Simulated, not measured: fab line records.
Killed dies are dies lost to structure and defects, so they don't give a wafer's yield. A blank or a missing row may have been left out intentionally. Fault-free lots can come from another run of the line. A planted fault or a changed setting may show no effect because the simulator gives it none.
fab line records -- flow gf180mcu
record lots=24, wafers=72, last-day=34
route steps=602 shown V2@385 V3@450 V5@555 PASSIVATION@598
lots that met no fault: from a run of the same line without faults
start-h: start of the lot's first displayed wafer, in hours after the record's first day -- wait-h: how many hours have passed since the lot's step before this one -- " repeats the value in the row above -- L1.1+2: several wafers, shown together as one row -- - no value, or no start was given -- * or withheld: withheld -- < > ~ a bound
route shown NAME@n: names a module that has steps shown in the file, with the first one's number in the route -- usual: mean/standard deviation taken from wafers without a fault -- same: alike in all rows -- chamber/n: place in a boat -- sites: readings site by site -- _std_site: standard deviation across them -- _edge_site: mean of outer sites minus mean of inner sites -- radius-mm: how far each site lies from the wafer's centre -- mask NAME#n: copy n -- behind: the last tool/chamber to shape the wafer -- hold: reason for holding the lot/hours on hold/outcome of the hold -- device: transistor that didn't switch, given as n, p or np -- end of line: tests run on the same wafers once the route is complete -- a step without rows: its recipe alone -- killed: count of dies lost to structure and defects at first sort (not the wafer's yield) -- map: dies across one wafer; x = killed, . = not, _ = none there
set.NAME: the setting as run; set.NAME@STEP: as run at that earlier step -- model.NAME: the simulator's own value behind a step, which no gauge read
route steps across a sampled set of lots; one table per step, one row per wafer
services: when a tool's chamber went out of use (start-h, in hours from the record's first day, below 0 if earlier), for how many hours, and the reason
## steps
# step GF_V2_THK_MEAS_03
# recipe reads=SiO2_of_V2_CVD_02
# usual V2_CVD_02_THK=849/9.7
lot.wafer,tool,chamber,start-h,wait-h,V2_CVD_02_THK[nm]
L074.2,film-metro-01,-,448.85,0.0,830
L074.3,film-metro-01,-,448.85,0.0,841
L074.5,film-metro-01,-,448.85,0.0,850
L075.1,film-metro-04,-,452.26,0.0,845
L075.5,film-metro-04,-,452.26,0.0,858
L075.6,film-metro-04,-,452.26,0.0,857
L076.1,film-metro-02,-,470.20,0.0,835
L076.2,film-metro-02,-,470.20,0.0,832
L076.4,film-metro-02,-,470.20,0.0,850
L077.1,film-metro-04,-,473.17,0.0,848
L077.2,film-metro-04,-,473.17,0.0,848
L077.5,film-metro-04,-,473.17,0.0,851
L078.2,film-metro-02,-,476.88,0.0,851
L078.4,film-metro-02,-,476.88,0.0,853
L078.6,film-metro-02,-,476.88,0.0,855
L079.1,film-metro-01,-,497.75,0.0,852
L079.3,film-metro-01,-,497.75,0.0,845
L079.4,film-metro-01,-,497.75,0.0,861
L081.2,film-metro-01,-,500.09,0.0,831
L081.5,film-metro-01,-,500.09,0.0,854
L081.6,film-metro-01,-,500.09,0.0,850
L080.1,film-metro-04,-,502.00,0.0,845
L080.3,film-metro-04,-,502.00,0.0,841
L080.4,film-metro-04,-,502.00,0.0,856
L082.2,film-metro-02,-,522.53,0.0,849
L082.3,film-metro-02,-,522.53,0.0,839
L082.5,film-metro-02,-,522.53,0.0,870
L083.1,film-metro-02,-,524.02,0.0,840
L083.4,film-metro-02,-,524.02,0.0,852
L083.5,film-metro-02,-,524.02,0.0,850
L084.1,film-metro-04,-,529.46,0.0,842
L084.3,film-metro-04,-,529.46,0.0,826
L084.6,film-metro-04,-,529.46,0.0,852
L085.3,film-metro-02,-,532.74,0.1,832
L085.4,film-metro-02,-,532.74,0.1,843
L085.6,film-metro-02,-,532.74,0.1,859
L086.2,film-metro-01,-,552.23,0.0,851
L086.4,film-metro-01,-,552.23,0.0,855
L086.6,film-metro-01,-,552.23,0.0,851
L087.1,film-metro-04,-,569.43,0.0,860
L087.4,film-metro-04,-,569.43,0.0,863
L087.6,film-metro-04,-,569.43,0.0,878
L088.4,film-metro-02,-,569.80,0.0,858
L088.5,film-metro-02,-,569.80,0.0,866
L088.6,film-metro-02,-,569.80,0.0,857
L090.1,film-metro-04,-,574.63,0.0,851
L090.3,film-metro-04,-,574.63,0.0,844
L090.6,film-metro-04,-,574.63,0.0,851
L089.1,film-metro-02,-,576.18,0.0,860
L089.4,film-metro-02,-,576.18,0.0,865
L089.6,film-metro-02,-,576.18,0.0,859
L091.1,film-metro-02,-,588.46,0.0,850
L091.4,film-metro-02,-,588.46,0.0,861
L091.6,film-metro-02,-,588.46,0.0,858
L092.1,film-metro-01,-,594.25,0.0,842
L092.2,film-metro-01,-,594.25,0.0,830
L092.6,film-metro-01,-,594.25,0.0,852
L093.1,film-metro-02,-,594.52,0.0,845
L093.5,film-metro-02,-,594.52,0.0,853
L093.6,film-metro-02,-,594.52,0.0,854
L094.1,film-metro-01,-,614.02,0.0,842
L094.3,film-metro-01,-,614.02,0.0,841
L094.6,film-metro-01,-,614.02,0.0,845
L095.3,film-metro-02,-,614.68,0.1,854
L095.4,film-metro-02,-,614.68,0.1,854
L095.6,film-metro-02,-,614.68,0.1,840
L096.4,film-metro-04,-,617.78,0.0,864
L096.5,film-metro-04,-,617.78,0.0,843
L096.6,film-metro-04,-,617.78,0.0,868
L097.1,film-metro-02,-,635.11,0.0,848
L097.4,film-metro-02,-,635.11,0.0,850
L097.5,film-metro-02,-,635.11,0.0,859
# step GF_V3_SPUTTER_21
# recipe material=Ti, target-thk-nm=15, chamber-pressure-pa=5, power-w=2500, substrate-temp-c=200, time-s=80.02
# usual throttle-valve-pct=30.3/1.2
# same time-s=80.02
lot.wafer,tool,chamber,start-h,wait-h,throttle-valve-pct
L074.2,pvd-sputter-03,-,524.57,0.0,32.2
L074.3,pvd-sputter-03,-,524.57,0.0,30.1
L074.5,pvd-sputter-03,-,524.57,0.0,29.4
L075.1,pvd-sputter-03,-,528.46,0.0,29.8
L075.5,pvd-sputter-03,-,528.46,0.0,29.4
L075.6,pvd-sputter-03,-,528.46,0.0,29.3
L076.1,pvd-sputter-04,-,544.27,0.0,31.2
L076.2,pvd-sputter-04,-,544.27,0.0,28.6
L076.4,pvd-sputter-04,-,544.27,0.0,31.7
L077.1,pvd-sputter-04,-,547.52,0.0,31.5
L077.2,pvd-sputter-04,-,547.52,0.0,28.8
L077.5,pvd-sputter-04,-,547.52,0.0,31.5
L078.2,pvd-sputter-03,-,551.68,0.0,29.3
L078.4,pvd-sputter-03,-,551.68,0.0,29.1
L078.6,pvd-sputter-03,-,551.68,0.0,28.8
L079.1,pvd-sputter-04,-,570.38,0.0,31.1
L079.3,pvd-sputter-04,-,570.38,0.0,29.0
L079.4,pvd-sputter-04,-,570.38,0.0,30.0
L081.2,pvd-sputter-04,-,573.01,0.0,28.8
L081.5,pvd-sputter-04,-,573.01,0.0,31.4
L081.6,pvd-sputter-04,-,573.01,0.0,31.1
L080.1,pvd-sputter-03,-,573.37,0.0,30.0
L080.3,pvd-sputter-03,-,573.37,0.0,29.5
L080.4,pvd-sputter-03,-,573.37,0.0,32.4
L082.2,pvd-sputter-02,-,593.42,0.0,29.0
L082.3,pvd-sputter-02,-,593.42,0.0,31.8
L082.5,pvd-sputter-02,-,593.42,0.0,29.5
L083.1,pvd-sputter-03,-,593.64,0.0,29.4
L083.4,pvd-sputter-03,-,593.64,0.0,32.2
L083.5,pvd-sputter-03,-,593.64,0.0,30.2
L084.1,pvd-sputter-02,-,599.31,0.0,28.9
L084.3,pvd-sputter-02,-,599.31,0.0,31.7
L084.6,pvd-sputter-02,-,599.31,0.0,29.3
L085.3,pvd-sputter-03,-,601.88,0.0,29.9
L085.4,pvd-sputter-03,-,601.88,0.0,32.3
L085.6,pvd-sputter-03,-,601.88,0.0,30.2
L086.2,pvd-sputter-04,-,621.50,0.0,28.6
L086.4,pvd-sputter-04,-,621.50,0.0,30.2
L086.6,pvd-sputter-04,-,621.50,0.0,31.5
L088.4,pvd-sputter-04,-,636.73,0.0,31.7
L088.5,pvd-sputter-04,-,636.73,0.0,30.3
L088.6,pvd-sputter-04,-,636.73,0.0,31.7
L087.1,pvd-sputter-03,-,637.07,0.0,29.0
L087.4,pvd-sputter-03,-,637.07,0.0,29.5
L087.6,pvd-sputter-03,-,637.07,0.0,28.8
L090.1,pvd-sputter-04,-,641.63,0.0,31.3
L090.3,pvd-sputter-04,-,641.63,0.0,30.2
L090.6,pvd-sputter-04,-,641.63,0.0,31.3
L089.1,pvd-sputter-02,-,643.58,0.0,30.9
L089.4,pvd-sputter-02,-,643.58,0.0,28.7
L089.6,pvd-sputter-02,-,643.58,0.0,28.9
L091.1,pvd-sputter-02,-,654.17,0.0,31.6
L091.4,pvd-sputter-02,-,654.17,0.0,31.1
L091.6,pvd-sputter-02,-,654.17,0.0,29.6
L092.1,pvd-sputter-03,-,660.71,0.0,29.5
L092.2,pvd-sputter-03,-,660.71,0.0,32.3
L092.6,pvd-sputter-03,-,660.71,0.0,32.3
L093.1,pvd-sputter-04,-,661.46,0.0,31.3
L093.5,pvd-sputter-04,-,661.46,0.0,28.9
L093.6,pvd-sputter-04,-,661.46,0.0,31.3
L094.1,pvd-sputter-03,-,678.03,0.0,29.9
L094.3,pvd-sputter-03,-,678.03,0.0,32.2
L094.6,pvd-sputter-03,-,678.03,0.0,29.6
L095.3,pvd-sputter-03,-,680.13,0.0,32.3
L095.4,pvd-sputter-03,-,680.13,0.0,30.4
L095.6,pvd-sputter-03,-,680.13,0.0,29.6
L096.4,pvd-sputter-03,-,683.68,0.0,30.2
L096.5,pvd-sputter-03,-,683.68,0.0,28.9
L096.6,pvd-sputter-03,-,683.68,0.0,32.0
L097.1,pvd-sputter-04,-,697.11,0.0,30.2
L097.4,pvd-sputter-04,-,697.11,0.0,31.7
L097.5,pvd-sputter-04,-,697.11,0.0,31.3
# step GF_V3_RS_MEAS_24
# recipe thk-meas-gauge=four-point-probe, reads=W_of_V3_CVD_23+TiN_of_V3_SPUTTER_22+Ti_of_V3_SPUTTER_21
# usual V3_W_RS=0.329/0.0038
lot.wafer,tool,chamber,start-h,wait-h,V3_W_RS[ohm/sq]
L074.2,film-metro-03,-,524.81,0.1,0.329
L074.3,film-metro-03,-,524.81,0.1,0.331
L074.5,film-metro-03,-,524.81,0.1,0.331
L075.1,film-metro-01,-,528.68,0.1,0.321
L075.5,film-metro-01,-,528.68,0.1,0.327
L075.6,film-metro-01,-,528.68,0.1,0.322
L076.1,film-metro-03,-,544.48,0.1,0.329
L076.2,film-metro-03,-,544.48,0.1,0.329
L076.4,film-metro-03,-,544.48,0.1,0.329
L077.1,film-metro-03,-,547.73,0.1,0.327
L077.2,film-metro-03,-,547.73,0.1,0.330
L077.5,film-metro-03,-,547.73,0.1,0.329
L078.2,film-metro-01,-,551.91,0.1,0.327
L078.4,film-metro-01,-,551.91,0.1,0.321
L078.6,film-metro-01,-,551.91,0.1,0.324
L079.1,film-metro-03,-,570.59,0.1,0.332
L079.3,film-metro-03,-,570.59,0.1,0.332
L079.4,film-metro-03,-,570.59,0.1,0.333
L081.2,film-metro-04,-,573.25,0.1,0.330
L081.5,film-metro-04,-,573.25,0.1,0.329
L081.6,film-metro-04,-,573.25,0.1,0.334
L080.1,film-metro-04,-,573.58,0.1,0.323
L080.3,film-metro-04,-,573.58,0.1,0.327
L080.4,film-metro-04,-,573.58,0.1,0.324
L082.2,film-metro-03,-,593.65,0.1,0.332
L082.3,film-metro-03,-,593.65,0.1,0.330
L082.5,film-metro-03,-,593.65,0.1,0.328
L083.1,film-metro-01,-,593.85,0.1,0.333
L083.4,film-metro-01,-,593.85,0.1,0.335
L083.5,film-metro-01,-,593.85,0.1,0.333
L084.1,film-metro-01,-,599.53,0.1,0.336
L084.3,film-metro-01,-,599.53,0.1,0.333
L084.6,film-metro-01,-,599.53,0.1,0.335
L085.3,film-metro-01,-,602.14,0.1,0.326
L085.4,film-metro-01,-,602.14,0.1,0.327
L085.6,film-metro-01,-,602.14,0.1,0.324
L086.2,film-metro-01,-,621.73,0.1,0.334
L086.4,film-metro-01,-,621.73,0.1,0.327
L086.6,film-metro-01,-,621.73,0.1,0.331
L088.4,film-metro-04,-,637.00,0.1,0.329
L088.5,film-metro-04,-,637.00,0.1,0.332
L088.6,film-metro-04,-,637.00,0.1,0.330
L087.1,film-metro-01,-,637.28,0.1,0.329
L087.4,film-metro-01,-,637.28,0.1,0.331
L087.6,film-metro-01,-,637.28,0.1,0.326
L090.1,film-metro-03,-,641.84,0.1,0.329
L090.3,film-metro-03,-,641.84,0.1,0.325
L090.6,film-metro-03,-,641.84,0.1,0.334
L089.1,film-metro-01,-,643.80,0.1,0.327
L089.4,film-metro-01,-,643.80,0.1,0.331
L089.6,film-metro-01,-,643.80,0.1,0.334
L091.1,film-metro-04,-,654.38,0.1,0.325
L091.4,film-metro-04,-,654.38,0.1,0.328
L091.6,film-metro-04,-,654.38,0.1,0.326
L092.1,film-metro-01,-,660.92,0.1,0.330
L092.2,film-metro-01,-,660.92,0.1,0.323
L092.6,film-metro-01,-,660.92,0.1,0.324
L093.1,film-metro-01,-,661.67,0.1,0.333
L093.5,film-metro-01,-,661.67,0.1,0.326
L093.6,film-metro-01,-,661.67,0.1,0.331
L094.1,film-metro-03,-,678.24,0.1,0.322
L094.3,film-metro-03,-,678.24,0.1,0.328
L094.6,film-metro-03,-,678.24,0.1,0.332
L095.3,film-metro-03,-,680.38,0.1,0.333
L095.4,film-metro-03,-,680.38,0.1,0.330
L095.6,film-metro-03,-,680.38,0.1,0.329
L096.4,film-metro-01,-,683.95,0.1,0.328
L096.5,film-metro-01,-,683.95,0.1,0.326
L096.6,film-metro-01,-,683.95,0.1,0.322
L097.1,film-metro-03,-,697.33,0.1,0.330
L097.4,film-metro-03,-,697.33,0.1,0.327
L097.5,film-metro-03,-,697.33,0.1,0.331
# step GF_V5_OVL_MEAS_15
# usual V5_OVL=1/4.5
lot.wafer,tool,chamber,start-h,wait-h,V5_OVL[nm]
L074.2,overlay-01,-,639.02,0.1,-4
L074.3,overlay-01,-,639.02,0.1,2
L074.5,overlay-01,-,639.02,0.1,-1
L075.1,overlay-02,-,642.02,0.1,-2
L075.5,overlay-02,-,642.02,0.1,0
L075.6,overlay-02,-,642.02,0.1,0
L076.1,overlay-02,-,655.32,0.1,-5
L076.2,overlay-02,-,655.32,0.1,-1
L076.4,overlay-02,-,655.32,0.1,-7
L077.1,overlay-02,-,657.92,0.1,-2
L077.2,overlay-02,-,657.92,0.1,-6
L077.5,overlay-02,-,657.92,0.1,-4
L078.2,overlay-01,-,663.62,0.1,4
L078.4,overlay-01,-,663.62,0.1,0
L078.6,overlay-01,-,663.62,0.1,1
L079.1,overlay-01,-,679.17,0.1,-4
L079.3,overlay-01,-,679.17,0.1,-2
L079.4,overlay-01,-,679.17,0.1,1
L081.2,overlay-02,-,680.62,0.1,4
L081.5,overlay-02,-,680.62,0.1,3
L081.6,overlay-02,-,680.62,0.1,3
L080.1,overlay-02,-,682.87,0.1,-2
L080.3,overlay-02,-,682.87,0.1,-4
L080.4,overlay-02,-,682.87,0.1,2
L082.2,overlay-02,-,698.17,0.1,4
L082.3,overlay-02,-,698.17,0.1,1
L082.5,overlay-02,-,698.17,0.1,-3
L083.1,overlay-01,-,699.27,0.1,0
L083.4,overlay-01,-,699.27,0.1,-2
L083.5,overlay-01,-,699.27,0.1,5
L084.1,overlay-02,-,705.97,0.1,2
L084.3,overlay-02,-,705.97,0.1,1
L084.6,overlay-02,-,705.97,0.1,4
L085.3,overlay-02,-,706.53,0.1,-4
L085.4,overlay-02,-,706.53,0.1,5
L085.6,overlay-02,-,706.53,0.1,0
L086.2,overlay-02,-,724.62,0.1,0
L086.4,overlay-02,-,724.62,0.1,-9
L086.6,overlay-02,-,724.62,0.1,0
L088.4,overlay-01,-,736.29,0.1,6
L088.5,overlay-01,-,736.29,0.1,9
L088.6,overlay-01,-,736.29,0.1,8
L087.1,overlay-01,-,737.47,0.1,-1
L087.4,overlay-01,-,737.47,0.1,0
L087.6,overlay-01,-,737.47,0.1,-2
L090.1,overlay-01,-,741.17,0.1,10
L090.3,overlay-01,-,741.17,0.1,3
L090.6,overlay-01,-,741.17,0.1,8
L089.1,overlay-01,-,743.37,0.1,2
L089.4,overlay-01,-,743.37,0.1,-1
L089.6,overlay-01,-,743.37,0.1,-2
L091.1,overlay-01,-,752.24,0.1,2
L091.4,overlay-01,-,752.24,0.1,-4
L091.6,overlay-01,-,752.24,0.1,4
L092.1,overlay-01,-,756.99,0.1,-2
L092.2,overlay-01,-,756.99,0.1,1
L092.6,overlay-01,-,756.99,0.1,1
L093.1,overlay-01,-,757.23,0.1,5
L093.5,overlay-01,-,757.23,0.1,0
L093.6,overlay-01,-,757.23,0.1,1
L094.1,overlay-02,-,772.81,0.1,-4
L094.3,overlay-02,-,772.81,0.1,-5
L094.6,overlay-02,-,772.81,0.1,-9
L095.3,overlay-01,-,774.18,0.1,5
L095.4,overlay-01,-,774.18,0.1,1
L095.6,overlay-01,-,774.18,0.1,3
L096.4,overlay-02,-,777.43,0.1,5
L096.5,overlay-02,-,777.43,0.1,5
L096.6,overlay-02,-,777.43,0.1,6
L097.1,overlay-02,-,788.12,0.1,8
L097.4,overlay-02,-,788.12,0.1,12
L097.5,overlay-02,-,788.12,0.1,0
# step GF_PASSIVATION_ETCH_11
# recipe chemistry=CF4/O2, target-depth-nm=2040, stop-on=TiN, source-w=800, bias-w=150, pressure-mtorr=150, cf4-flow-sccm=80, O2_flow_sccm=10, time-s=453.3
# usual drypump-motor-current-A=5.6/0.63, oes-product-au=0.991/0.0064, throttle-valve-pct=5.966/0.0092
# same time-s=453.3
lot.wafer,tool,chamber,start-h,wait-h,drypump-motor-current-A,oes-product-au,rf-hours-counter-h,throttle-valve-pct
L074.2,rie-diel-02,0,680.15,-,4.9,0.991,65,5.978
L074.3,rie-diel-02,2,680.15,-,4.8,0.985,-,5.967
L074.5,rie-diel-02,2,680.15,-,4.9,0.995,-,5.948
L075.1,rie-diel-04,1,684.35,-,6.2,0.993,22,5.973
L075.5,rie-diel-04,0,684.35,-,6.4,0.991,-,5.951
L075.6,rie-diel-04,1,684.35,-,6.2,0.990,-,5.974
L076.1,rie-diel-01,0,697.06,-,5.3,0.984,53,5.979
L076.2,rie-diel-01,2,697.06,-,5.0,0.995,17,5.969
L076.4,rie-diel-01,3,697.06,-,5.8,0.996,21,5.979
L077.1,rie-diel-02,3,700.35,-,5.7,0.988,19,5.970
L077.2,rie-diel-02,2,700.35,-,4.8,0.990,62,5.961
L077.5,rie-diel-02,2,700.35,-,4.8,0.986,-,5.962
L078.2,rie-diel-01,1,704.75,-,5.6,0.991,25,5.974
L078.4,rie-diel-01,0,704.75,-,5.3,0.992,53,5.963
L078.6,rie-diel-01,0,704.75,-,5.3,0.989,-,5.969
L079.1,rie-diel-04,2,719.10,-,6.5,0.994,9,5.964
L079.3,rie-diel-04,0,719.10,-,6.4,0.988,30,5.975
L079.4,rie-diel-04,1,719.10,-,6.1,0.990,23,5.965
L081.2,rie-diel-04,3,720.21,-,4.6,0.978,32,5.964
L081.5,rie-diel-04,2,720.21,-,6.5,0.996,-,5.973
L081.6,rie-diel-04,3,720.21,-,4.6,0.978,-,5.963
L080.1,rie-diel-02,3,723.25,-,5.7,0.992,20,5.956
L080.3,rie-diel-02,1,723.25,-,5.8,0.995,15,5.964
L080.4,rie-diel-02,1,723.25,-,5.8,1.000,-,5.972
L082.2,rie-diel-04,0,736.24,-,6.4,0.990,31,5.962
L082.3,rie-diel-04,1,736.24,-,6.1,0.993,24,5.974
L082.5,rie-diel-04,3,736.24,-,4.6,0.976,-,5.965
L083.1,rie-diel-04,1,737.71,-,6.1,0.995,25,5.978
L083.4,rie-diel-04,0,737.71,-,6.4,0.995,31,5.978
L083.5,rie-diel-04,3,737.71,-,4.6,0.978,-,5.957
L084.1,rie-diel-02,2,744.25,-,4.9,0.988,0,5.966
L084.3,rie-diel-02,3,744.25,-,5.7,0.993,21,5.971
L084.6,rie-diel-02,1,744.25,-,5.8,0.991,-,5.963
L085.3,rie-diel-04,1,744.84,-,6.1,0.992,25,5.950
L085.4,rie-diel-04,3,744.84,-,4.6,0.979,33,5.963
L085.6,rie-diel-04,0,744.84,-,6.4,0.985,-,5.967
L086.2,rie-diel-01,1,760.91,-,5.6,0.983,27,5.966
L086.4,rie-diel-01,2,760.91,-,5.0,0.993,-,5.969
L086.6,rie-diel-01,1,760.91,-,5.6,0.983,-,5.954
L088.4,rie-diel-02,0,772.30,-,4.9,0.997,3,5.962
L088.5,rie-diel-02,0,772.30,-,4.9,0.996,-,5.984
L088.6,rie-diel-02,3,772.30,-,5.7,0.976,-,5.968
L087.1,rie-diel-01,1,773.04,-,5.6,0.992,28,5.976
L087.4,rie-diel-01,3,773.04,-,5.8,1.002,25,5.964
L087.6,rie-diel-01,1,773.04,-,5.6,0.996,-,5.970
L090.1,rie-diel-02,2,777.00,-,4.8,1.003,2,5.959
L090.3,rie-diel-02,1,777.00,-,5.8,0.994,19,5.967
L090.6,rie-diel-02,0,777.00,-,4.9,0.991,-,5.971
L089.1,rie-diel-01,3,778.55,-,5.8,0.994,25,5.986
L089.4,rie-diel-01,2,778.55,-,5.0,0.983,21,5.971
L089.6,rie-diel-01,0,778.55,-,5.3,0.991,-,5.978
L091.1,rie-diel-01,0,787.14,-,5.3,0.991,1,5.969
L091.4,rie-diel-01,2,787.14,-,5.0,0.991,21,5.965
L091.6,rie-diel-01,3,787.14,-,5.8,0.994,-,5.961
L092.1,rie-diel-01,1,791.76,-,5.6,0.991,29,5.971
L092.2,rie-diel-01,2,791.76,-,5.0,0.989,22,5.973
L092.6,rie-diel-01,0,791.76,-,5.3,0.988,-,5.953
L093.1,rie-diel-04,0,792.11,-,6.4,0.983,33,5.974
L093.5,rie-diel-04,0,792.11,-,6.4,0.982,-,5.951
L093.6,rie-diel-04,1,792.11,-,6.1,0.993,-,5.961
L094.1,rie-diel-02,3,806.09,-,5.7,0.982,24,5.972
L094.3,rie-diel-02,2,806.09,-,4.8,0.996,3,5.964
L094.6,rie-diel-02,2,806.09,-,4.9,1.001,-,5.962
L095.3,rie-diel-04,3,807.20,-,4.6,0.990,36,5.956
L095.4,rie-diel-04,1,807.20,-,6.1,0.986,27,5.977
L095.6,rie-diel-04,0,807.20,-,6.4,0.994,-,5.966
L096.4,rie-diel-04,2,811.09,-,6.5,1.006,13,5.964
L096.5,rie-diel-04,3,811.09,-,4.6,0.990,-,5.981
L096.6,rie-diel-04,2,811.09,-,6.5,0.993,-,5.957
L097.1,rie-diel-04,1,820.60,-,6.1,1.001,28,5.970
L097.4,rie-diel-04,0,820.60,-,6.4,0.982,35,5.966
L097.5,rie-diel-04,3,820.60,-,4.6,0.982,-,5.971
# step GF_PASSIVATION_BOW_MEAS_14
# recipe mode=bow
# usual PASSIVATION_BOW=137/12
lot.wafer,tool,chamber,start-h,wait-h,PASSIVATION_BOW[um]
L074.2,film-metro-04,-,682.94,0.0,141
L074.3,film-metro-04,-,682.94,0.0,131
L074.5,film-metro-04,-,682.94,0.0,125
L075.1,film-metro-01,-,686.22,0.0,127
L075.5,film-metro-01,-,686.22,0.0,136
L075.6,film-metro-01,-,686.22,0.0,141
L076.1,film-metro-01,-,698.93,0.0,133
L076.2,film-metro-01,-,698.93,0.0,136
L076.4,film-metro-01,-,698.93,0.0,128
L077.1,film-metro-04,-,702.21,0.0,153
L077.2,film-metro-04,-,702.21,0.0,151
L077.5,film-metro-04,-,702.21,0.0,160
L078.2,film-metro-04,-,706.63,0.0,135
L078.4,film-metro-04,-,706.63,0.0,133
L078.6,film-metro-04,-,706.63,0.0,136
L079.1,film-metro-01,-,720.96,0.0,144
L079.3,film-metro-01,-,720.96,0.0,146
L079.4,film-metro-01,-,720.96,0.0,144
L081.2,film-metro-04,-,722.10,0.0,153
L081.5,film-metro-04,-,722.10,0.0,137
L081.6,film-metro-04,-,722.10,0.0,147
L080.1,film-metro-01,-,725.12,0.0,141
L080.3,film-metro-01,-,725.12,0.0,139
L080.4,film-metro-01,-,725.12,0.0,138
L082.2,film-metro-01,-,738.13,0.0,127
L082.3,film-metro-01,-,738.13,0.0,120
L082.5,film-metro-01,-,738.13,0.0,130
L083.1,film-metro-04,-,739.58,0.0,121
L083.4,film-metro-04,-,739.58,0.0,114
L083.5,film-metro-04,-,739.58,0.0,111
L084.1,film-metro-01,-,746.12,0.0,134
L084.3,film-metro-01,-,746.12,0.0,140
L084.6,film-metro-01,-,746.12,0.0,149
L085.3,film-metro-02,-,746.75,0.0,124
L085.4,film-metro-02,-,746.75,0.0,139
L085.6,film-metro-02,-,746.75,0.0,129
L086.2,film-metro-02,-,762.80,0.0,115
L086.4,film-metro-02,-,762.80,0.0,121
L086.6,film-metro-02,-,762.80,0.0,109
L088.4,film-metro-04,-,774.23,0.1,142
L088.5,film-metro-04,-,774.23,0.1,140
L088.6,film-metro-04,-,774.23,0.1,131
L087.1,film-metro-01,-,774.91,0.0,117
L087.4,film-metro-01,-,774.91,0.0,117
L087.6,film-metro-01,-,774.91,0.0,118
L090.1,film-metro-04,-,778.87,0.0,135
L090.3,film-metro-04,-,778.87,0.0,117
L090.6,film-metro-04,-,778.87,0.0,117
L089.1,film-metro-02,-,780.42,0.0,149
L089.4,film-metro-02,-,780.42,0.0,148
L089.6,film-metro-02,-,780.42,0.0,143
L091.1,film-metro-01,-,789.01,0.0,145
L091.4,film-metro-01,-,789.01,0.0,149
L091.6,film-metro-01,-,789.01,0.0,134
L092.1,film-metro-01,-,793.63,0.0,129
L092.2,film-metro-01,-,793.63,0.0,146
L092.6,film-metro-01,-,793.63,0.0,130
L093.1,film-metro-01,-,793.98,0.0,138
L093.5,film-metro-01,-,793.98,0.0,132
L093.6,film-metro-01,-,793.98,0.0,125
L094.1,film-metro-02,-,807.96,0.0,148
L094.3,film-metro-02,-,807.96,0.0,140
L094.6,film-metro-02,-,807.96,0.0,137
L095.3,film-metro-04,-,809.11,0.0,155
L095.4,film-metro-04,-,809.11,0.0,145
L095.6,film-metro-04,-,809.11,0.0,152
L096.4,film-metro-02,-,813.02,0.1,132
L096.5,film-metro-02,-,813.02,0.1,140
L096.6,film-metro-02,-,813.02,0.1,153
L097.1,film-metro-04,-,822.47,0.0,133
L097.4,film-metro-04,-,822.47,0.0,152
L097.5,film-metro-04,-,822.47,0.0,146
## services
tool,chamber,start-h,hours,kind
pvd-sputter-03,-,530.64,20.8,repair
pvd-sputter-03,-,530.92,2.7,repair
rie-diel-02,-,537.20,4.3,pm
rie-diel-01,1,557.87,14.3,repair
rie-diel-01,-,562.82,0.3,repair
rie-diel-04,-,589.34,2.8,pm
rie-diel-02,3,596.00,1.8,repair
rie-diel-01,1,613.85,4.2,repair
pvd-sputter-04,-,627.04,2.2,repair
pvd-sputter-03,-,630.62,3.0,repair
rie-diel-04,1,631.24,5.3,repair
rie-diel-02,3,632.90,5.0,repair
rie-diel-04,3,638.02,14.5,repair
pvd-sputter-03,-,642.31,2.1,repair
rie-diel-04,2,645.35,2.7,repair
pvd-sputter-04,-,664.72,3.1,repair
rie-diel-01,1,665.31,4.7,repair
pvd-sputter-04,-,666.53,2.4,repair
rie-diel-02,3,671.88,11.0,repair
rie-diel-04,0,719.27,8.2,repair
pvd-sputter-03,-,726.71,3.0,repair
pvd-sputter-04,-,731.20,1.3,repair
pvd-sputter-03,-,744.10,1.1,repair
rie-diel-04,1,750.60,16.6,repair
## key
fault none
